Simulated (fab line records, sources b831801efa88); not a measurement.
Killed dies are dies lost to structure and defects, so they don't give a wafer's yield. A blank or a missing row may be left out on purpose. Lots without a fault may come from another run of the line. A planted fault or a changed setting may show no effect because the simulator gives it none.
fab line records | flow sky130
record lots=5 wafers=15 last_day=50
route steps=708 shown POLY_CUT@312 SD_P@320 PAD_OPEN@708
lots that met no fault: from a run of the same line without faults
start_h: hours from the record's first day to the start of the lot's first wafer shown | wait_h: hours since the lot's step before | " the same as in the row above | L1.1+2: a row that stands for several wafers | - no value, or no start given | * or withheld: withheld | < > ~ a bound
route shown NAME@n: a module of which the file shows steps, and the number in the route of the first | usual: mean/standard deviation of fault-free wafers | same: alike in all rows | chamber/n: place in a boat | sites: the reading at each site | _std_site: their standard deviation | _edge_site: outer sites' mean less inner sites' | radius_mm: how far each site lies from the wafer's centre | mask NAME#n: copy n | behind: the tool/chamber that last shaped the wafer | hold: why the lot was held/for how many hours/how that ended | device: the transistor (n, p or np) that didn't switch | end of line: the same wafers' tests at the end of the route | a step without rows: its recipe alone | killed: dies lost to structure and defects at the first sort, not the wafer's yield | map: a wafer's dies, x killed, . not, _ none there
set.NAME: the setting as run; set.NAME@STEP: as run at that earlier step | model.NAME: the simulator's own value behind a step, which no gauge read
lots at some steps of the route; a table a step, a row a wafer
services: from which hour (start_h, from the record's first day; less than 0 if before it) a tool's chamber was out of use, for how many hours, and why
## steps
# step SKY_POLY_CUT_EXPOSE_05
# recipe mask_id=NPCM na=0.8 source_shape=annular sigma_inner=0.55 sigma_outer=0.85 target_cd_nm=270 dose_mj=32
# step SKY_POLY_CUT_PEB_06
# recipe peb_temp_c=withheld peb_time_s=withheld resist=KrF-thick
# step SKY_POLY_CUT_DEVELOP_07
# recipe develop_time_s=60 resist=KrF-thick dev_temp_c=21
# step SKY_POLY_CUT_CD_MEAS_08
# recipe target_cd_nm=270
# usual cd_nm=270.0/1.3
# columns lot.wafer tool chamber start_h wait_h cd_nm
L265.2 cd_sem-02 - 621.76 - 270.0
L265.3 " - " " 270.2
L265.6 " - " " 269.2
L268.1 cd_sem-02 - 650.65 - 271.3
L268.3 " - " " 270.1
L268.5 " - " " 270.4
L274.1 cd_sem-02 - 702.10 - 269.5
L274.4 " - " " 268.9
L274.6 " - " " 269.1
L281.2 cd_sem-02 - 748.78 - 271.7
L281.3 " - " " 271.2
L281.6 " - " " 270.8
L280.4 cd_sem-01 - 752.21 - 268.8
L280.5 " - " " 269.8
L280.6 " - " " 268.8
# step SKY_POLY_CUT_OVL_MEAS_09
# usual POLY_CUT_OVL=2/5
# columns lot.wafer tool chamber start_h wait_h POLY_CUT_OVL[nm]
L265.2 overlay-02 - 621.86 0.1 0
L265.3 " - " " 4
L265.6 " - " " 5
L268.1 overlay-01 - 650.77 0.1 7
L268.3 " - " " 10
L268.5 " - " " 14
L274.1 overlay-01 - 702.22 0.1 7
L274.4 " - " " 1
L274.6 " - " " 10
L281.2 overlay-02 - 748.88 0.1 -3
L281.3 " - " " -3
L281.6 " - " " 0
L280.4 overlay-02 - 752.29 0.1 0
L280.5 " - " " 5
L280.6 " - " " 9
# step SKY_POLY_CUT_ETCH_10
# recipe chemistry=N2/H2 target=BARC ion_energy_ev=200 source_w=500 bias_w=100 pressure_mtorr=30 n2_flow_sccm=100 h2_flow_sccm=200 stop_on=SiO2 time_s=45.9 target_depth_a=600
# usual drypump_motor_current_A=5.7/0.35 oes_product_au=0.855/0.0044 throttle_valve_pct=13.225/0.0099
# columns lot.wafer tool chamber start_h wait_h drypump_motor_current_A oes_product_au rf_hours_counter_h throttle_valve_pct
L265.2 rie_diel-03 3 621.89 0.0 5.1 0.866 4 13.221
L265.3 " 1 " " 5.2 0.865 6 13.222
L265.6 " 3 " " 5.1 0.856 - 13.210
L268.1 rie_diel-01 0 650.80 0.0 5.6 0.853 32 13.230
L268.3 " 2 " " 5.9 0.852 4 13.231
L268.5 " 0 " " 5.6 0.855 - 13.221
L274.1 rie_diel-03 2 702.26 0.0 6.3 0.852 8 13.210
L274.4 " 3 " " 5.1 0.858 6 13.239
L274.6 " 0 " " 5.6 0.855 - 13.220
L281.2 rie_diel-03 2 748.91 0.0 6.3 0.853 10 13.199
L281.3 " 0 " " 5.6 0.856 15 13.235
L281.6 " 1 " " 5.2 0.859 - 13.216
L280.4 rie_diel-04 2 752.33 0.0 6.0 0.856 - 13.234
L280.5 " 1 " " 5.8 0.852 - 13.199
L280.6 " 0 " " 5.5 0.858 - 13.217
# step SKY_POLY_CUT_ETCH_11
# recipe target=Si3N4 chemistry=CF4/CH2F2/Ar stop_on=poly-Si source_w=600 bias_w=150 pressure_mtorr=40 cf4_flow_sccm=40 ch2f2_flow_sccm=20 Ar_flow_sccm=150 time_s=42.5 target_depth_a=600
# usual drypump_motor_current_A=5.7/0.35 oes_product_au=0.828/0.0064 throttle_valve_pct=14.994/0.0094
# columns lot.wafer tool chamber start_h wait_h drypump_motor_current_A oes_product_au rf_hours_counter_h throttle_valve_pct
L265.2 rie_diel-03 3 621.93 0.0 5.1 0.815 4 14.994
L265.3 " 1 " " 5.2 0.831 6 14.987
L265.6 " 3 " " 5.1 0.835 - 14.998
L268.1 rie_diel-01 0 650.85 0.0 5.6 0.832 32 14.994
L268.3 " 2 " " 5.9 0.823 4 14.991
L268.5 " 0 " " 5.6 0.828 - 15.012
L274.1 rie_diel-03 2 702.30 0.0 6.3 0.825 8 15.005
L274.4 " 3 " " 5.1 0.830 6 14.985
L274.6 " 0 " " 5.6 0.842 - 14.991
L281.2 rie_diel-03 2 748.95 0.0 6.3 0.832 10 15.003
L281.3 " 0 " " 5.6 0.830 15 14.984
L281.6 " 1 " " 5.2 0.826 - 14.988
L280.4 rie_diel-04 2 752.37 0.0 6.0 0.815 - 14.987
L280.5 " 1 " " 5.7 0.824 - 15.009
L280.6 " 0 " " 5.5 0.823 - 14.997
# step SKY_POLY_CUT_STRIP_12
# recipe chemistry=O2/N2 power_w=1400 pressure_mtorr=1500 platen_temp_c=withheld o2_flow_sccm=3000 n2_flow_sccm=300 overash_fraction=0.5
# usual drypump_motor_current_A=5.5/0.44 oes_product_au=0.452/0.0045 strip_time_to_endpoint_s=5.353/0.02
# columns lot.wafer tool chamber start_h wait_h drypump_motor_current_A oes_product_au rf_hours_counter_h strip_time_to_endpoint_s
L265.2 plasma_asher-03 1 621.97 0.0 5.2 0.455 87 5.362
L265.3 " 1 " " 5.2 0.455 - 5.381
L265.6 " 1 " " 5.2 0.451 - 5.377
L268.1 plasma_asher-01 0 650.89 0.0 6.1 0.451 22 5.346
L268.3 " 1 " " 5.7 0.452 - 5.375
L268.5 " 1 " " 5.7 0.458 - 5.355
L274.1 plasma_asher-03 1 702.34 0.0 5.3 0.449 95 5.351
L274.4 " 0 " " 5.3 0.453 - 5.359
L274.6 " 1 " " 5.2 0.453 - 5.353
L281.2 plasma_asher-03 0 748.99 0.0 5.3 0.450 0 5.312
L281.3 " 0 " " 5.3 0.460 - 5.370
L281.6 " 0 " " 5.3 0.450 - 5.388
L280.4 plasma_asher-02 0 752.42 0.0 4.9 0.457 - 5.377
L280.5 " 0 " " 4.9 0.457 - 5.385
L280.6 " 1 " " 6.2 0.454 - 5.367
# step SKY_SD_P_DEHYDRATE_00
# recipe temp_c=200 time_s=60
# step SKY_SD_P_HMDS_01
# recipe prime_time_s=60 prime_temp_c=120
# step SKY_SD_P_COAT_02
# recipe resist=NOVOLAK spin_rpm=3000 resist_thk_nm=1140
# step SKY_SD_P_SOFTBAKE_03
# recipe temp_c=90 time_s=60 resist=NOVOLAK
# step SKY_SD_P_EXPOSE_04
# recipe mask_id=PSDM na=0.6 source_shape=conventional sigma_outer=0.6 polarization=unpolarized target_cd_nm=380 dose_mj=138
# same na=0.6
# columns lot.wafer tool chamber start_h wait_h mask
L265.2+3+6 iline_stepper-01 0 636.70 - PSDM#0
L268.1+3+5 iline_stepper-02 0 664.91 - PSDM#0
L274.1+4+6 iline_stepper-02 0 716.73 - PSDM_R1#0
L281.2+3+6 iline_stepper-02 0 762.58 - PSDM#0
L280.4+5+6 iline_stepper-01 0 766.24 - PSDM#0
# step SKY_SD_P_PEB_05
# recipe temp_c=withheld time_s=* resist=NOVOLAK
# step SKY_SD_P_DEVELOP_06
# recipe resist=NOVOLAK developer=TMAH develop_time_s=60 dev_temp_c=23
# step SKY_SD_P_CD_MEAS_07
# recipe target_cd_nm=380
# usual cd_nm=379.9/2
# columns lot.wafer tool chamber start_h wait_h hold cd_nm
L265.2 cd_sem-01 - 650.83 0.1 - 377.1
L265.3 " - " " - 378.0
L265.6 " - " " - 375.7
L268.1 cd_sem-02 - 679.08 0.1 - 380.1
L268.3 " - " " - 380.2
L268.5 " - " " - 376.9
L274.1 cd_sem-02 - 730.48 0.1 await_dispo/0.2h/release 406.9
L274.4 " - " " await_dispo/0.2h/release 405.7
L274.6 " - " " await_dispo/0.2h/release 407.0
L274.1 cd_sem-02 - 730.99 0.5 - 406.9
L274.4 " - " " - 406.2
L274.6 " - " " - 407.1
L281.2 cd_sem-02 - 775.51 0.1 - 375.2
L281.3 " - " " - 379.2
L281.6 " - " " - 379.0
L280.4 cd_sem-01 - 779.60 0.1 - 379.6
L280.5 " - " " - 380.8
L280.6 " - " " - 380.9
# step SKY_SD_P_OVL_MEAS_08
# usual SD_P_OVL=0.8/1.3
# columns lot.wafer tool chamber start_h wait_h hold SD_P_OVL[nm]
L265.2 overlay-02 - 650.93 0.1 - 0.5
L265.3 " - " " - -0.4
L265.6 " - " " - 1.5
L268.1 overlay-01 - 679.20 0.1 - 0.0
L268.3 " - " " - -0.1
L268.5 " - " " - 1.6
L274.1 overlay-02 - 733.48 2.5 await_dispo/2.4h/release 3.7
L274.4 " - " " await_dispo/2.4h/release 3.4
L274.6 " - " " await_dispo/2.4h/release 2.9
L281.2 overlay-02 - 775.61 0.1 - -1.2
L281.3 " - " " - 1.2
L281.6 " - " " - 0.1
L280.4 overlay-01 - 779.67 0.1 - -0.8
L280.5 " - " " - -0.1
L280.6 " - " " - 0.7
# step SKY_PAD_OPEN_PROBE_99
# usual killed_at_M0_to_M3=43/6.7 killed_at_M4_up=3.1/1.9 killed_at_contacts=25/5 killed_at_front_end=15/4 killed_at_other=0.4/0.69 killed_dies=87/9.2 killed_open=46/7.1 killed_short=40/6.8
# same gross_dies=492 killed_at_back_side=0
# columns lot.wafer tool chamber start_h wait_h killed_at_M0_to_M3 killed_at_M4_up killed_at_contacts killed_at_front_end killed_at_other killed_dies killed_open killed_short
L265.2 prober-02 - 1124.57 0.1 38 7 26 9 0 80 45 35
L265.3 prober-02 - 1124.62 0.2 38 4 31 18 0 91 46 45
L265.6 prober-02 - 1124.77 0.2 53 1 17 9 0 80 41 39
L268.1 prober-01 - 1141.32 0.1 53 2 22 18 0 95 56 38
L268.3 prober-01 - 1141.42 0.2 45 4 21 18 0 88 41 46
L268.5 prober-01 - 1141.52 0.2 51 4 12 20 1 88 51 35
L274.1 prober-02 - 1177.07 0.1 52 3 25 7 1 88 39 49
L274.4 prober-02 - 1177.22 0.2 46 2 27 16 0 91 54 37
L274.6 prober-02 - 1177.32 0.2 40 0 16 8 1 65 31 34
L281.2 prober-01 - 1204.66 0.1 33 1 24 17 1 76 41 35
L281.3 prober-01 - 1204.71 0.2 38 3 25 14 0 80 45 35
L281.6 prober-01 - 1204.86 0.2 43 7 30 15 0 95 46 49
L280.4 prober-02 - 1206.32 0.2 40 2 25 13 0 80 50 28
L280.5 prober-02 - 1206.37 0.2 47 10 22 15 0 94 45 49
L280.6 prober-02 - 1206.42 0.2 28 2 30 15 0 75 40 34
# killed by level:class
L265.2 CONTACT:geometric_particle:open=8 VIA3:geometric_particle:open=8 VIA2:geometric_particle:open=7 METAL4:geometric_particle:short=7 LI_CONTACT:geometric_particle:open=6 VIA1:geometric_particle:open=6 LI_CONTACT:geometric_particle:short=4 LOCAL_INTERCONNECT:geometric_particle:short=4
L265.3 CONTACT:geometric_particle:open=10 CONTACT:geometric_particle:short=9 VIA1:geometric_particle:open=8 METAL2:geometric_particle:short=5 VIA2:geometric_particle:open=5 VIA3:geometric_particle:short=5 VIA3:geometric_particle:open=5 FIELD_ISO:geometric_particle:open=4
L265.6 VIA1:geometric_particle:open=12 VIA2:geometric_particle:open=10 METAL2:geometric_particle:short=7 VIA3:geometric_particle:open=6 CONTACT:geometric_particle:open=6 VIA1:geometric_particle:short=5 VIA2:geometric_particle:short=4 METAL1:geometric_particle:short=4
L268.1 VIA1:geometric_particle:open=16 VIA3:geometric_particle:open=9 CONTACT:geometric_particle:open=7 VIA3:geometric_particle:short=6 FIELD_ISO:geometric_particle:short=5 VIA1:geometric_particle:short=5 FIELD_ISO:geometric_particle:open=4 POLY_GATE:geometric_particle:open=4
L268.3 VIA3:geometric_particle:open=8 METAL1:geometric_particle:short=7 CONTACT:geometric_particle:open=6 VIA1:geometric_particle:short=5 FIELD_ISO:geometric_particle:open=5 POLY_GATE:geometric_particle:short=5 LI_CONTACT:geometric_particle:open=5 LOCAL_INTERCONNECT:geometric_particle:short=5
L268.5 VIA1:geometric_particle:open=15 VIA3:geometric_particle:open=10 METAL1:geometric_particle:short=7 VIA1:geometric_particle:short=7 CONTACT:geometric_particle:open=6 LI_CONTACT:geometric_particle:open=4 VIA2:geometric_particle:open=4 METAL2:geometric_particle:short=4
L274.1 VIA3:geometric_particle:open=10 METAL2:geometric_particle:short=9 CONTACT:geometric_particle:open=8 METAL1:geometric_particle:short=7 VIA1:geometric_particle:open=6 LI_CONTACT:geometric_particle:open=6 METAL3:geometric_particle:short=5 VIA1:geometric_particle:short=5
L274.4 CONTACT:geometric_particle:open=11 VIA2:geometric_particle:open=9 LI_CONTACT:geometric_particle:open=7 VIA1:geometric_particle:open=7 VIA3:geometric_particle:open=7 METAL1:geometric_particle:short=6 POLY_GATE:geometric_particle:open=5 CONTACT:geometric_particle:short=5
L274.6 VIA1:geometric_particle:open=9 VIA3:geometric_particle:open=7 VIA1:geometric_particle:short=6 METAL2:geometric_particle:short=5 LI_CONTACT:geometric_particle:short=4 VIA2:geometric_particle:open=4 POLY_GATE:geometric_particle:open=3 VIA2:geometric_particle:short=3
L281.2 CONTACT:geometric_particle:open=9 METAL1:geometric_particle:short=8 VIA1:geometric_particle:open=6 LOCAL_INTERCONNECT:geometric_particle:short=5 VIA2:geometric_particle:open=5 FIELD_ISO:geometric_particle:open=3 FIELD_ISO:geometric_particle:short=3 CONTACT:geometric_particle:short=3
L281.3 CONTACT:geometric_particle:open=9 LI_CONTACT:geometric_particle:open=7 VIA1:geometric_particle:open=7 VIA3:geometric_particle:open=7 FIELD_ISO:geometric_particle:short=6 VIA1:geometric_particle:short=5 VIA2:geometric_particle:open=5 METAL3:geometric_particle:short=5
L281.6 VIA1:geometric_particle:open=10 METAL2:geometric_particle:short=9 CONTACT:geometric_particle:short=8 LI_CONTACT:geometric_particle:open=8 VIA3:geometric_particle:open=7 CONTACT:geometric_particle:open=6 LOCAL_INTERCONNECT:geometric_particle:short=5 METAL4:geometric_particle:short=5
L280.4 CONTACT:geometric_particle:open=12 VIA1:geometric_particle:open=9 METAL1:geometric_particle:short=8 LI_CONTACT:geometric_particle:open=7 VIA3:geometric_particle:open=6 VIA2:geometric_particle:open=4 VIA2:geometric_particle:short=4 FIELD_ISO:geometric_particle:open=3
L280.5 VIA1:geometric_particle:open=10 METAL1:geometric_particle:short=6 CONTACT:geometric_particle:open=6 VIA3:geometric_particle:short=6 METAL4:geometric_particle:short=6 METAL2:geometric_particle:short=6 FIELD_ISO:geometric_particle:open=5 POLY_GATE:geometric_particle:short=5
L280.6 CONTACT:geometric_particle:open=8 LI_CONTACT:geometric_particle:open=8 FIELD_ISO:geometric_particle:short=7 VIA3:geometric_particle:open=6 LI_CONTACT:geometric_particle:short=5 CONTACT:geometric_particle:short=4 LOCAL_INTERCONNECT:geometric_particle:short=4 VIA1:geometric_particle:open=4
## services
# columns tool chamber start_h hours kind
iline_stepper-01 - 603.63 1.7 pm
plasma_asher-03 - 604.10 2.8 pm
rie_diel-03 1 609.17 4.8 repair
iline_stepper-02 - 645.67 2.1 pm
iline_stepper-02 - 647.75 - consumable_replace:lamp
rie_diel-03 2 647.82 7.7 repair
rie_diel-04 3 649.94 4.7 repair
plasma_asher-01 - 653.95 1.4 repair
iline_stepper-02 0 659.19 - calibration
rie_diel-01 3 674.53 6.9 repair
rie_diel-01 0 680.12 9.9 repair
rie_diel-01 - 714.24 5.7 repair
plasma_asher-03 - 717.84 0.6 repair
rie_diel-04 0 720.72 6.9 repair
rie_diel-03 0 727.04 2.8 repair
rie_diel-01 0 728.48 3.9 repair
plasma_asher-03 - 733.75 9.0 pm
plasma_asher-03 0 733.75 9.0 vent_cycle
plasma_asher-03 1 733.75 9.0 vent_cycle
rie_diel-01 0 738.54 7.4 repair
rie_diel-03 3 742.55 10.2 repair
plasma_asher-03 - 745.64 1.0 repair
rie_diel-04 - 746.43 0.2 repair
rie_diel-04 3 751.60 4.7 repair
## key
first_sign step=SKY_SD_P_EXPOSE_04 reading=mask direction=changed
effect step=SKY_SD_P_CD_MEAS_07 reading=visit direction=added
effect step=SKY_SD_P_CD_MEAS_07 reading=cd_nm direction=up sigmas=13 usual=379.9 struck=406.5
met_at SKY_SD_P_EXPOSE_04
struck_wafers L274.1,L274.4,L274.6
tester_left_out L274
onset_between 664.91 716.73
fault kind=wrong_mask tool=any chamber=- onset_h=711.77 steps=SKY_SD_P_EXPOSE_04 aux_copy=PSDM_R1#0 cd_offset_nm=27 scope=struck_lots_only
# tester_left_out: of these lots the tester's yield and bins aren't shown, on N5 and GAA mostly nor the transistor test; their killed dies are dies lost to structure and defects alone, not to doping, threshold or leakage, so they don't give the yield
